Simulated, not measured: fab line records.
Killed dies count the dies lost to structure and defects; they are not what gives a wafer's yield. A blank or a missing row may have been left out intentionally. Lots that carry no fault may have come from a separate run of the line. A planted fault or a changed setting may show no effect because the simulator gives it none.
A lot that was struck, set against a sound lot :: flow sky130 :: 15 out of 708 route steps
Sound: the wafers L694.2, L694.3, L694.4. Struck: wafer L698.5; the same lot's L698.1 was not struck, so it is left out; see the end for the cause.
For every step that has rows: the tool of each side, followed by ch and its chambers, followed by its first start. Under that, the readings that differ: sound wafers :: struck wafers :: difference of the means :: sigmas: that difference in standard deviations of wafers without a fault.
alike: same words and numbers on both sides, and readings whose means sit less than 2 such deviations apart. not compared: any withheld reading, any reading some wafer has no value for, any bound like >300 that may hide the same value, and any number with overlapping values for which the record gives no deviation.
The two part at a step that has a row with sigmas, a row that says differs or no value, or rows on one side only. Numbers that have no deviation but don't overlap get no sigmas and don't part them. A reading missing from all wafers of one side parts the sides only when that side holds two or more wafers.

SKY_LI_CONTACT_SPUTTER_20: material TiN, target thk 20 nm, time 80 s.
  struck on pvd_sputter-04, day 33 16:10; sound on pvd_sputter-04, day 31 20:03
  alike: throttle_valve_pct
SKY_LI_CONTACT_CVD_21: deposits W, target thk 400 nm, time 120.56 s.
  sound on cvd_w-01 ch 0,1, day 31 20:07; struck on cvd_w-02 ch 0, day 33 16:14
  alike: chamber_pressure_Torr, heater_power_outer_w, heater_power_w
  not compared: since_wet_clean_h
SKY_LI_CONTACT_RS_MEAS_22: uses a four-point probe to measure.
  struck on film_metro-02, day 33 16:26; sound on film_metro-03, day 31 20:16
  alike: LI_CONTACT_W_RS
SKY_LI_CONTACT_THK_MEAS_23: measures by xrf.
  struck on film_metro-02, day 33 16:33; sound on film_metro-03, day 31 20:22
  alike: LI_CONTACT_W_THK
SKY_LI_CONTACT_CMP_24: polishes, stops on PSG, t overpolish 20 s, target thk 0 nm.
  sound on cmp-02 ch 0,2,3, day 31 20:25; struck on cmp-02 ch 1, day 33 16:46
reading: time_to_endpoint_s (s)
sound: 98 92 94
struck: 103
difference: +8
sigmas: +2
  alike: motor_current_A, overpolish_run_s
SKY_LOCAL_INTERCONNECT_SPUTTER_00: material TiN, target thk 100 nm, time 83.3 s.
  struck on pvd_sputter-03, day 33 16:55; sound on pvd_sputter-04, day 31 20:43
  alike: throttle_valve_pct
SKY_LOCAL_INTERCONNECT_RS_MEAS_01: uses a four-point probe to measure.
  struck on film_metro-04, day 33 16:58; sound on film_metro-04, day 31 20:48
reading: LOCAL_INTERCONNECT_TIN_RS (ohm/sq)
sound: 13.94 13.86 13.92
struck: 14.31
difference: +0.40
sigmas: +2
SKY_LOCAL_INTERCONNECT_THK_MEAS_02: measures by xrf.
  struck on film_metro-04, day 33 17:05; sound on film_metro-04, day 31 20:55
reading: LOCAL_INTERCONNECT_TIN_THK (nm)
sound: 100.9 101.3 100.7
struck: 98.7
difference: -2.3
sigmas: -2
then, 4 steps without rows for these wafers: SKY_LOCAL_INTERCONNECT_DEHYDRATE_03 (time 60 s); SKY_LOCAL_INTERCONNECT_HMDS_04 (prime time 60 s); SKY_LOCAL_INTERCONNECT_COAT_05 (resist thk 60 nm); SKY_LOCAL_INTERCONNECT_COAT_06 (resist thk 450 nm).
SKY_LOCAL_INTERCONNECT_SOFTBAKE_07: time 90 s.
  sound on litho_track-01 ch 0, day 32 11:00; struck on litho_track-01 ch 0, day 34 07:00
reading: run_length_s (s)
sound: 119.20 119.40 119.21
struck: 131.42
difference: +12.15
sigmas: +93
then, 2 steps without rows for these wafers: SKY_LOCAL_INTERCONNECT_EXPOSE_08 (exposes mask LI1M, target cd 170 nm); SKY_PAD_OPEN_PROBE_99.

## WHERE THEY PART
At SKY_LI_CONTACT_CMP_24 first; at SKY_LOCAL_INTERCONNECT_SOFTBAKE_07 last (within this record only).

WHY: whatever the simulator had introduced
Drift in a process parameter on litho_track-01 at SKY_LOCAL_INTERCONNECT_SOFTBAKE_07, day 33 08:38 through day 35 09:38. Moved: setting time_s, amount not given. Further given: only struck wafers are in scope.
